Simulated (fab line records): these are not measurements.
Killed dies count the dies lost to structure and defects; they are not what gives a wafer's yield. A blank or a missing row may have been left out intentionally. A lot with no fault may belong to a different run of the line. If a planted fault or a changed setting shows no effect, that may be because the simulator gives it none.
A lot that was struck, set against a sound lot	flow sky130	21 steps out of a route of 708
Sound: the wafers L971.2, L971.4, L971.6. Struck: wafer L980.4. (L980.2 of the same lot was not struck and is left out.) The cause comes at the end.
Order at every step that has rows: each side's tool, ch and its chambers, its first start. Under that, the readings that differ: sound wafers	struck wafers	difference of the means	sigmas: that difference in standard deviations of wafers without a fault.
alike: readings with means less than 2 such deviations apart, plus words and numbers identical on both sides. not compared: withheld readings, readings lacking a value on some wafer, bounds such as >300 that could conceal the same value, and numbers that have no deviation in the record and whose values overlap.
Wherever a step has rows on one side only, a row that says differs or no value, or a row with sigmas, the two part there. When numbers do not overlap yet have no deviation, they are printed without sigmas and do not part them. A reading missing from all wafers of one side parts the sides only when that side holds two or more wafers.

SKY_SD_N_RS_MEAS_17: measures by four-point-probe.
  sound on film_metro-04, day 32 03:32; struck on film_metro-04, day 34 11:41
  alike: SD_P_RS
SKY_SD_N_RS_MEAS_18: measures by four-point-probe.
  sound on film_metro-04, day 32 03:40; struck on film_metro-04, day 34 11:49
  alike: RES_XHIGH_RS
then, 2 steps without rows for these wafers: SKY_SALICIDE_CLEAN_00 (cleans in HF-last, time 30 s); SKY_LI_CONTACT_HDPCVD_00 (deposits PSG, target thk 930 nm, time 155 s).
SKY_LI_CONTACT_THK_MEAS_01:
  sound on film_metro-03, day 32 03:53; struck on film_metro-03, day 34 12:02
  alike: LI_CONTACT_HDPCVD_THK
SKY_LI_CONTACT_CMP_02: polishes PSG.
  sound on cmp-02 ch 0,3, day 32 04:01; struck on cmp-02 ch 2, day 34 12:05
reading	sound	struck	difference	sigmas
time_to_endpoint_s (s)	31.9 34.9 36.0	28.5	-5.8	-3
  alike: motor_current_A
SKY_LI_CONTACT_BOW_MEAS_03:
  sound on film_metro-04, day 32 04:20; struck on film_metro-04, day 34 12:38
  alike: LI_CONTACT_BOW
then, 5 steps without rows for these wafers: SKY_LI_CONTACT_DEHYDRATE_04 (time 60 s); SKY_LI_CONTACT_HMDS_05 (prime time 60 s); SKY_LI_CONTACT_COAT_06 (resist thk 60 nm); SKY_LI_CONTACT_COAT_07 (resist thk 450 nm); SKY_LI_CONTACT_SOFTBAKE_08 (time 90 s).
SKY_LI_CONTACT_EXPOSE_09: exposes mask LICM1, target cd 170 nm.
  sound on krf_scanner-02 ch 0, day 32 17:05; struck on krf_scanner-02 ch 0, day 35 01:45
  alike: mask, exposure_dose_mJ_cm2
then, 2 steps without rows for these wafers: SKY_LI_CONTACT_PEB_10; SKY_LI_CONTACT_DEVELOP_11 (develop time 60 s).
SKY_LI_CONTACT_CD_MEAS_12: the cd target is 170 nm.
  sound on cd_sem-02, day 33 05:59; struck on cd_sem-02, day 35 14:42
reading	sound	struck	difference	sigmas
cd_nm (nm)	174.2 173.1 174.3	131.6	-42.3	-22
SKY_LI_CONTACT_OVL_MEAS_13:
  sound on overlay-02, day 33 06:05; struck on overlay-01, day 35 14:49
  alike: LI_CONTACT_OVL
SKY_LI_CONTACT_ETCH_14: etches BARC in N2/H2, stops on SiO2, time 45.9 s, target depth 60 nm.
  sound on rie_diel-04 ch 2,3, day 33 06:07; struck on rie_diel-03 ch 0, day 35 14:50
reading	sound	struck	difference	sigmas
model.LI_CONTACT.cd_nm (nm)	173.7 172.9 174.6	132.2	-41.5	
  alike: drypump_motor_current_A, oes_product_au, rf_fwd_power_W, throttle_valve_pct
  not compared: rf_hours_counter_h
SKY_LI_CONTACT_ETCH_15: etches PSG in C4F8/O2/Ar, stops on Si, target depth 600 nm.
  sound on rie_diel-04 ch 2,3, day 33 06:10; struck on rie_diel-03 ch 0, day 35 14:53
reading	sound	struck	difference	sigmas
model.LI_CONTACT.cd_nm (nm)	173.5 172.5 174.5	131.5	-42.0	
  alike: oes_product_au, rf_fwd_power_W
SKY_LI_CONTACT_STRIP_16: strips in O2/N2.
  sound on plasma_asher-02 ch 0,1, day 33 06:15; struck on plasma_asher-01 ch 1, day 35 14:58
  alike: drypump_motor_current_A, oes_product_au, strip_time_to_endpoint_s
  not compared: rf_hours_counter_h
-- here the record skips 15 days between the struck wafers' starts before and after, leaving off in module LI_CONTACT and picking up in module PAD_OPEN (first step shown: number 708 of the route) --
SKY_PAD_OPEN_PROBE_99:
  rows exist in the record for the struck wafers here (prober-02, day 50 10:50), but not for the sound ones

WHERE THEY PART
Earliest at SKY_LI_CONTACT_CMP_02; latest, in this record, at SKY_PAD_OPEN_PROBE_99.

WHY: whatever the simulator had introduced
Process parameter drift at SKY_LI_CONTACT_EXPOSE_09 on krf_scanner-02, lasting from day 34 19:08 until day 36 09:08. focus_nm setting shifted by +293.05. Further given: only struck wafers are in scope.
